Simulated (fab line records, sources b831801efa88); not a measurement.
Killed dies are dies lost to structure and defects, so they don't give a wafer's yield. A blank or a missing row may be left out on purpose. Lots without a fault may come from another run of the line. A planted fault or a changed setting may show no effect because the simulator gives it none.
fab line records | flow sky130
record lots=11 wafers=33 last_day=50
route steps=708 shown LDD_LDN@301 SPACER@305 POLY_CUT@316 SD_N@351 PAD_OPEN@708
lots that met no fault: from a run of the same line without faults
start_h: hours from the record's first day to the start of the lot's first wafer shown | wait_h: hours since the lot's step before | " the same as in the row above | L1.1+2: a row that stands for several wafers | - no value, or no start given | * or withheld: withheld | < > ~ a bound
route shown NAME@n: a module of which the file shows steps, and the number in the route of the first | usual: mean/standard deviation of fault-free wafers | same: alike in all rows | chamber/n: place in a boat | sites: the reading at each site | _std_site: their standard deviation | _edge_site: outer sites' mean less inner sites' | radius_mm: how far each site lies from the wafer's centre | mask NAME#n: copy n | behind: the tool/chamber that last shaped the wafer | hold: why the lot was held/for how many hours/how that ended | device: the transistor (n, p or np) that didn't switch | end of line: the same wafers' tests at the end of the route | a step without rows: its recipe alone | killed: dies lost to structure and defects at the first sort, not the wafer's yield | map: a wafer's dies, x killed, . not, _ none there
set.NAME: the setting as run; set.NAME@STEP: as run at that earlier step | model.NAME: the simulator's own value behind a step, which no gauge read
steps of the route over a sample of lots; a table a step, a row a wafer
services: from which hour (start_h, from the record's first day; less than 0 if before it) a tool's chamber was out of use, for how many hours, and why
## steps
# step SKY_LDD_LDN_STRIP_12
# recipe chemistry=O2/N2 power_w=1400 pressure_mtorr=1500 platen_temp_c=withheld o2_flow_sccm=3000 n2_flow_sccm=300 overash_fraction=0.5
# usual drypump_motor_current_A=5.8/0.51 oes_product_au=0.716/0.004 strip_time_to_endpoint_s=14.17/0.044
# same overash_fraction=0.5
# columns lot.wafer tool chamber start_h wait_h drypump_motor_current_A oes_product_au rf_hours_counter_h strip_time_to_endpoint_s
L850.3 plasma_asher-04 0 547.77 0.1 5.7 0.709 - 14.18
L850.4 " 1 " " 5.9 0.718 - 14.16
L850.5 " 0 " " 5.8 0.723 - 14.23
L851.2 plasma_asher-03 0 553.71 0.1 4.9 0.714 44 14.18
L851.3 " 1 " " 6.3 0.712 - 14.16
L851.5 " 1 " " 6.3 0.718 - 14.15
L852.4 plasma_asher-01 0 568.25 0.1 6.4 0.716 - 14.17
L852.5 " 0 " " 6.4 0.717 - 14.21
L852.6 " 1 " " 5.6 0.716 - 14.17
L853.1 plasma_asher-03 1 569.74 0.1 6.4 0.718 45 14.19
L853.2 " 0 " " 4.9 0.713 45 14.15
L853.6 " 0 " " 4.9 0.716 - 14.15
L857.1 plasma_asher-04 0 595.81 0.1 5.8 0.715 77 14.16
L857.4 " 0 " " 5.8 0.719 - 14.17
L857.6 " 1 " " 6.0 0.712 - 14.15
L858.1 plasma_asher-04 0 608.70 0.1 5.7 0.716 78 14.19
L858.5 " 1 " " 6.0 0.719 - 14.18
L858.6 " 0 " " 5.7 0.723 - 14.23
L862.1 plasma_asher-03 0 628.55 0.1 4.9 0.717 51 14.24
L862.4 " 1 " " 6.3 0.711 - 14.27
L862.5 " 1 " " 6.3 0.711 - 14.25
L863.2 plasma_asher-04 0 641.39 0.1 5.7 0.715 82 14.10
L863.3 " 0 " " 5.7 0.721 - 14.12
L863.4 " 1 " " 6.0 0.720 - 14.13
L864.1 plasma_asher-01 1 644.81 0.1 5.6 0.716 95 14.18
L864.3 " 0 " " 6.4 0.715 - 14.19
L864.5 " 1 " " 5.6 0.715 - 14.19
L872.3 plasma_asher-03 0 712.87 0.1 4.9 0.721 - 14.19
L872.4 " 1 " " 6.3 0.718 - 14.16
L872.5 " 0 " " 4.9 0.714 - 14.14
L873.1 plasma_asher-04 0 716.35 0.1 5.8 0.715 90 14.09
L873.3 " 0 " " 5.8 0.716 - 14.16
L873.5 " 1 " " 6.0 0.714 - 14.14
# step SKY_SPACER_THK_MEAS_01
# recipe reads=Si3N4_of_SPACER_CVD_00
# usual SPACER_CVD_00_THK=43.3/0.4
# columns lot.wafer tool chamber start_h wait_h SPACER_CVD_00_THK[nm]
L850.3 film_metro-04 - 549.17 0.0 43.2
L850.4 " - " " 43.1
L850.5 " - " " 43.4
L851.2 film_metro-02 - 555.14 0.0 43.6
L851.3 " - " " 43.3
L851.5 " - " " 43.5
L852.4 film_metro-03 - 570.26 0.0 43.2
L852.5 " - " " 43.1
L852.6 " - " " 43.0
L853.1 film_metro-04 - 572.04 0.0 43.1
L853.2 " - " " 43.0
L853.6 " - " " 43.2
L857.1 film_metro-02 - 597.23 0.0 43.1
L857.4 " - " " 43.4
L857.6 " - " " 43.5
L858.1 film_metro-03 - 610.12 0.0 43.1
L858.5 " - " " 42.9
L858.6 " - " " 43.2
L862.1 film_metro-03 - 629.96 0.0 43.1
L862.4 " - " " 43.4
L862.5 " - " " 43.3
L864.1 film_metro-03 - 648.13 0.0 43.4
L864.3 " - " " 43.5
L864.5 " - " " 43.9
L863.2 film_metro-04 - 648.14 0.0 43.6
L863.3 " - " " 43.5
L863.4 " - " " 43.4
L872.3 film_metro-04 - 715.37 0.0 43.4
L872.4 " - " " 43.3
L872.5 " - " " 43.7
L873.1 film_metro-03 - 718.15 0.0 43.3
L873.3 " - " " 43.0
L873.5 " - " " 42.8
# step SKY_POLY_CUT_OVL_MEAS_09
# usual POLY_CUT_OVL=3/5.5
# columns lot.wafer tool chamber start_h wait_h POLY_CUT_OVL[nm]
L850.3 overlay-01 - 578.92 0.1 2
L850.4 " - " " 4
L850.5 " - " " 8
L851.2 overlay-02 - 584.94 0.1 1
L851.3 " - " " 3
L851.5 " - " " 6
L852.4 overlay-02 - 599.65 0.1 3
L852.5 " - " " 3
L852.6 " - " " 4
L853.1 overlay-01 - 601.11 0.1 10
L853.2 " - " " 8
L853.6 " - " " -3
L857.1 overlay-01 - 625.51 0.1 5
L857.4 " - " " 5
L857.6 " - " " 1
L858.1 overlay-02 - 639.16 0.1 8
L858.5 " - " " 10
L858.6 " - " " 6
L862.1 overlay-02 - 658.03 0.1 1
L862.4 " - " " -1
L862.5 " - " " 5
L864.1 overlay-01 - 679.06 0.1 0
L864.3 " - " " 5
L864.5 " - " " 3
L863.2 overlay-02 - 679.18 0.1 11
L863.3 " - " " 12
L863.4 " - " " 12
L872.3 overlay-01 - 743.42 0.1 1
L872.4 " - " " 3
L872.5 " - " " 0
L873.1 overlay-02 - 746.21 0.1 14
L873.3 " - " " 7
L873.5 " - " " 10
# step SKY_SD_N_IMPLANT_09
# recipe species=As energy_kev=50 dose_cm2=4e+15 tilt_deg=0
# usual beam_energy_keV=49.998/0.015 end_station_pressure_torr=1.41e-05/1.2e-06
# columns lot.wafer tool chamber start_h wait_h beam_energy_keV end_station_pressure_torr
L850.3 implanter-03 0 666.12 0.1 50.012 1.47e-05
L850.4 " 0 " " 49.987 1.68e-05
L850.5 " 0 " " 49.998 1.46e-05
L851.2 implanter-02 0 671.73 0.0 49.971 1.24e-05
L851.3 " 0 " " 50.014 1.29e-05
L851.5 " 0 " " 49.992 1.25e-05
L852.4 implanter-03 0 685.69 0.1 50.001 1.61e-05
L852.5 " 0 " " 50.036 1.48e-05
L852.6 " 0 " " 50.013 1.54e-05
L853.1 implanter-02 0 687.12 0.0 49.990 1.22e-05
L853.2 " 0 " " 49.983 1.35e-05
L853.6 " 0 " " 49.987 1.27e-05
L857.1 implanter-03 0 710.58 0.0 50.008 1.36e-05
L857.4 " 0 " " 50.026 1.37e-05
L857.6 " 0 " " 49.994 1.66e-05
L858.1 implanter-03 0 723.86 0.0 50.008 1.57e-05
L858.5 " 0 " " 49.973 1.65e-05
L858.6 " 0 " " 50.005 1.38e-05
L862.1 implanter-03 0 742.27 0.0 49.989 1.47e-05
L862.4 " 0 " " 49.974 1.39e-05
L862.5 " 0 " " 49.998 1.51e-05
L864.1 implanter-03 0 761.46 0.0 46.331 1.56e-05
L864.3 " 0 " " 46.312 1.53e-05
L864.5 " 0 " " 46.328 1.4e-05
L863.2 implanter-03 0 762.31 0.0 46.297 1.53e-05
L863.3 " 0 " " 46.306 1.49e-05
L863.4 " 0 " " 46.321 1.5e-05
L872.3 implanter-02 0 822.97 0.1 49.987 1.34e-05
L872.4 " 0 " " 49.987 1.21e-05
L872.5 " 0 " " 49.995 1.23e-05
L873.1 implanter-02 0 826.02 0.0 49.972 1.29e-05
L873.3 " 0 " " 49.966 1.23e-05
L873.5 " 0 " " 49.982 1.24e-05
# step SKY_SD_N_STRIP_11
# recipe chemistry=O2/N2 power_w=1400 pressure_mtorr=1500 platen_temp_c=withheld o2_flow_sccm=3000 n2_flow_sccm=300 overash_fraction=0.5
# usual drypump_motor_current_A=5.8/0.54 oes_product_au=0.527/0.0049 strip_time_to_endpoint_s=22.56/0.041
# same overash_fraction=0.5
# columns lot.wafer tool chamber start_h wait_h drypump_motor_current_A oes_product_au rf_hours_counter_h strip_time_to_endpoint_s
L850.3 plasma_asher-01 0 666.40 0.1 6.4 0.525 - 22.53
L850.4 " 1 " " 5.6 0.531 - 22.58
L850.5 " 0 " " 6.4 0.532 - 22.57
L851.2 plasma_asher-04 1 672.01 0.1 6.0 0.524 85 22.53
L851.3 " 0 " " 5.7 0.533 - 22.59
L851.5 " 0 " " 5.8 0.522 - 22.53
L852.4 plasma_asher-04 1 685.95 0.1 6.0 0.527 - 22.57
L852.5 " 1 " " 5.9 0.524 - 22.53
L852.6 " 0 " " 5.7 0.517 - 22.56
L853.1 plasma_asher-03 1 687.42 0.1 6.3 0.527 55 22.57
L853.2 " 0 " " 4.9 0.529 55 22.52
L853.6 " 0 " " 4.9 0.530 - 22.59
L857.1 plasma_asher-01 0 710.88 0.1 6.4 0.526 102 22.58
L857.4 " 1 " " 5.6 0.529 - 22.58
L857.6 " 0 " " 6.4 0.527 - 22.60
L858.1 plasma_asher-04 1 724.16 0.1 5.9 0.512 90 22.51
L858.5 " 0 " " 5.7 0.521 - 22.52
L858.6 " 1 " " 6.0 0.521 - 22.50
L862.1 plasma_asher-03 0 742.57 0.1 4.9 0.528 60 22.54
L862.4 " 1 " " 6.3 0.527 - 22.52
L862.5 " 1 " " 6.3 0.531 - 22.55
L864.1 plasma_asher-03 1 761.76 0.1 6.3 0.534 62 22.05
L864.3 " 0 " " 4.9 0.542 - 22.02
L864.5 " 1 " " 6.3 0.529 - 22.00
L863.2 plasma_asher-03 0 762.58 0.1 4.9 0.536 62 21.98
L863.3 " 0 " " 4.9 0.532 - 21.95
L863.4 " 1 " " 6.3 0.532 - 21.94
L872.3 plasma_asher-03 1 823.25 0.1 6.3 0.523 - 22.48
L872.4 " 0 " " 4.9 0.520 - 22.49
L872.5 " 0 " " 4.9 0.526 - 22.48
L873.1 plasma_asher-03 0 826.32 0.1 4.9 0.518 69 22.60
L873.3 " 0 " " 4.9 0.539 - 22.66
L873.5 " 1 " " 6.4 0.537 - 22.64
# step SKY_SD_N_TW_MEAS_12
# usual SD_N_TW=3997/23
# columns lot.wafer tool chamber start_h wait_h SD_N_TW
L850.3 film_metro-01 - 666.51 0.1 3986
L850.4 " - " " 3980
L850.5 " - " " 3982
L851.2 film_metro-01 - 672.12 0.1 4031
L851.3 " - " " 4052
L851.5 " - " " 4022
L852.4 film_metro-03 - 686.05 0.1 3976
L852.5 " - " " 3932
L852.6 " - " " 3967
L853.1 film_metro-02 - 687.52 0.1 3976
L853.2 " - " " 3975
L853.6 " - " " 3980
L857.1 film_metro-03 - 710.98 0.1 3948
L857.4 " - " " 3944
L857.6 " - " " 3967
L858.1 film_metro-03 - 724.26 0.1 3988
L858.5 " - " " 4001
L858.6 " - " " 3999
L862.1 film_metro-03 - 742.67 0.1 3992
L862.4 " - " " 3992
L862.5 " - " " 3986
L864.1 film_metro-02 - 761.86 0.1 3927
L864.3 " - " " 3934
L864.5 " - " " 3934
L863.2 film_metro-03 - 762.69 0.1 3935
L863.3 " - " " 3917
L863.4 " - " " 3918
L872.3 film_metro-01 - 823.34 0.1 4015
L872.4 " - " " 4011
L872.5 " - " " 4025
L873.1 film_metro-02 - 826.42 0.1 3972
L873.3 " - " " 3992
L873.5 " - " " 3981
# step SKY_SD_N_RS_MEAS_16
# recipe thk_meas_gauge=four-point-probe
# usual SD_N_RS=68.61/0.12
# columns lot.wafer tool chamber start_h wait_h SD_N_RS[ohm/sq]
L850.3 film_metro-02 - 666.81 0.1 68.69
L850.4 " - " " 68.55
L850.5 " - " " 68.67
L851.2 film_metro-02 - 672.41 0.1 68.58
L851.3 " - " " 68.59
L851.5 " - " " 68.69
L852.4 film_metro-03 - 686.36 0.1 68.40
L852.5 " - " " 68.55
L852.6 " - " " 68.36
L853.1 film_metro-02 - 687.80 0.1 68.60
L853.2 " - " " 68.48
L853.6 " - " " 68.69
L857.1 film_metro-02 - 711.27 0.1 68.68
L857.4 " - " " 68.63
L857.6 " - " " 68.76
L858.1 film_metro-02 - 724.55 0.1 68.79
L858.5 " - " " 68.84
L858.6 " - " " 68.78
L862.1 film_metro-03 - 742.95 0.1 68.72
L862.4 " - " " 68.69
L862.5 " - " " 68.54
L864.1 film_metro-02 - 762.14 0.1 71.21
L864.3 " - " " 71.45
L864.5 " - " " 71.51
L863.2 film_metro-01 - 762.99 0.1 71.36
L863.3 " - " " 71.40
L863.4 " - " " 71.25
L872.3 film_metro-02 - 823.70 0.1 68.69
L872.4 " - " " 68.57
L872.5 " - " " 68.71
L873.1 film_metro-03 - 826.70 0.1 68.34
L873.3 " - " " 68.31
L873.5 " - " " 68.60
# step SKY_PAD_OPEN_PROBE_99
# usual killed_at_M0_to_M3=43/7 killed_at_M4_up=3.1/1.9 killed_at_contacts=25/6.1 killed_at_front_end=15/4.5 killed_at_other=0.3/0.55 killed_dies=87/8.9 killed_open=47/6.4 killed_short=40/6.6
# same gross_dies=492 killed_at_back_side=0
# columns lot.wafer tool chamber start_h wait_h killed_at_M0_to_M3 killed_at_M4_up killed_at_contacts killed_at_front_end killed_at_other killed_dies killed_open killed_short
L858.1 prober-02 - 1136.17 0.1 44 2 29 16 0 91 56 35
L858.5 prober-02 - 1136.37 0.2 28 3 32 12 0 75 44 31
L858.6 prober-02 - 1136.42 0.2 51 6 25 11 0 93 52 41
L863.2 prober-01 - 1161.42 0.1 42 0 28 18 2 90 47 43
L863.3 prober-01 - 1161.47 0.2 39 5 20 19 0 83 45 38
L863.4 prober-01 - 1161.52 0.2 50 2 22 9 0 83 43 40
# killed by level:class
L858.1 CONTACT:geometric_particle:open=14 VIA1:geometric_particle:open=14 LI_CONTACT:geometric_particle:open=8 FIELD_ISO:geometric_particle:open=7 METAL3:geometric_particle:short=7 VIA3:geometric_particle:short=6 LOCAL_INTERCONNECT:geometric_particle:short=5 METAL2:geometric_particle:short=4
L858.5 LI_CONTACT:geometric_particle:open=12 CONTACT:geometric_particle:open=12 VIA1:geometric_particle:open=10 FIELD_ISO:geometric_particle:short=6 VIA1:geometric_particle:short=4 METAL2:geometric_particle:short=4 VIA3:geometric_particle:open=4 LI_CONTACT:geometric_particle:short=3
L858.6 CONTACT:geometric_particle:open=12 VIA1:geometric_particle:open=11 VIA1:geometric_particle:short=10 VIA3:geometric_particle:open=9 METAL2:geometric_particle:short=6 FIELD_ISO:geometric_particle:open=5 METAL1:geometric_particle:short=4 VIA2:geometric_particle:open=4
L863.2 VIA3:geometric_particle:open=10 VIA1:geometric_particle:open=9 CONTACT:geometric_particle:short=8 CONTACT:geometric_particle:open=7 METAL1:geometric_particle:short=7 METAL2:geometric_particle:short=7 LOCAL_INTERCONNECT:geometric_particle:short=6 FIELD_ISO:geometric_particle:open=5
L863.3 CONTACT:geometric_particle:open=8 VIA1:geometric_particle:short=7 METAL1:geometric_particle:short=7 VIA1:geometric_particle:open=7 POLY_GATE:geometric_particle:short=5 LI_CONTACT:geometric_particle:open=5 VIA2:geometric_particle:open=5 FIELD_ISO:geometric_particle:open=4
L863.4 VIA1:geometric_particle:open=11 VIA2:geometric_particle:open=10 CONTACT:geometric_particle:short=6 CONTACT:geometric_particle:open=6 METAL2:geometric_particle:short=6 VIA2:geometric_particle:short=5 LI_CONTACT:geometric_particle:open=4 LOCAL_INTERCONNECT:geometric_particle:short=4
## services
# columns tool chamber start_h hours kind
implanter-02 - 538.73 4.0 pm
implanter-03 - 543.95 2.1 repair
plasma_asher-03 - 585.74 2.3 repair
implanter-03 - 592.85 2.5 repair
implanter-02 - 606.63 3.0 pm
implanter-02 - 628.73 2.1 repair
plasma_asher-03 - 631.27 15.2 pm
implanter-02 - 674.84 3.0 repair
plasma_asher-01 - 733.75 9.0 pm
plasma_asher-01 0 733.75 9.0 vent_cycle
plasma_asher-01 1 733.75 9.0 vent_cycle
plasma_asher-01 0 742.75 - clean
plasma_asher-01 1 742.75 - clean
implanter-02 - 762.55 5.2 pm
implanter-03 - 785.79 1.7 repair
plasma_asher-03 - 799.25 2.8 pm
plasma_asher-04 - 813.30 14.6 pm
## key
first_sign step=SKY_SD_N_IMPLANT_09 reading=beam_energy_keV direction=down sigmas=99+ usual=* struck=*
effect step=SKY_SD_N_STRIP_11 reading=strip_time_to_endpoint_s direction=down sigmas=14 usual=* struck=*
effect step=SKY_SD_N_TW_MEAS_12 reading=SD_N_TW direction=down sigmas=3 usual=3997 struck=3927
effect step=SKY_SD_N_RS_MEAS_16 reading=SD_N_RS direction=up sigmas=24 usual=68.61 struck=71.36
met_at SKY_SD_N_IMPLANT_09
struck_lots L863,L864
tester_left_out L863,L864
not_acting_at SKY_LDD_LDN_STRIP_12,SKY_SPACER_THK_MEAS_01,SKY_POLY_CUT_OVL_MEAS_09
onset_between 742.27 761.46
fault kind=process_parameter_drift tool=implanter-03 chamber=- onset_h=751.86 steps=SKY_SD_N_IMPLANT_09 channel=energy_kev offset=* shape=step end_h=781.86 acts_in=* stated=*
# tester_left_out: of these lots the tester's yield and bins aren't shown, on N5 and GAA mostly nor the transistor test; their killed dies are dies lost to structure and defects alone, not to doping, threshold or leakage, so they don't give the yield
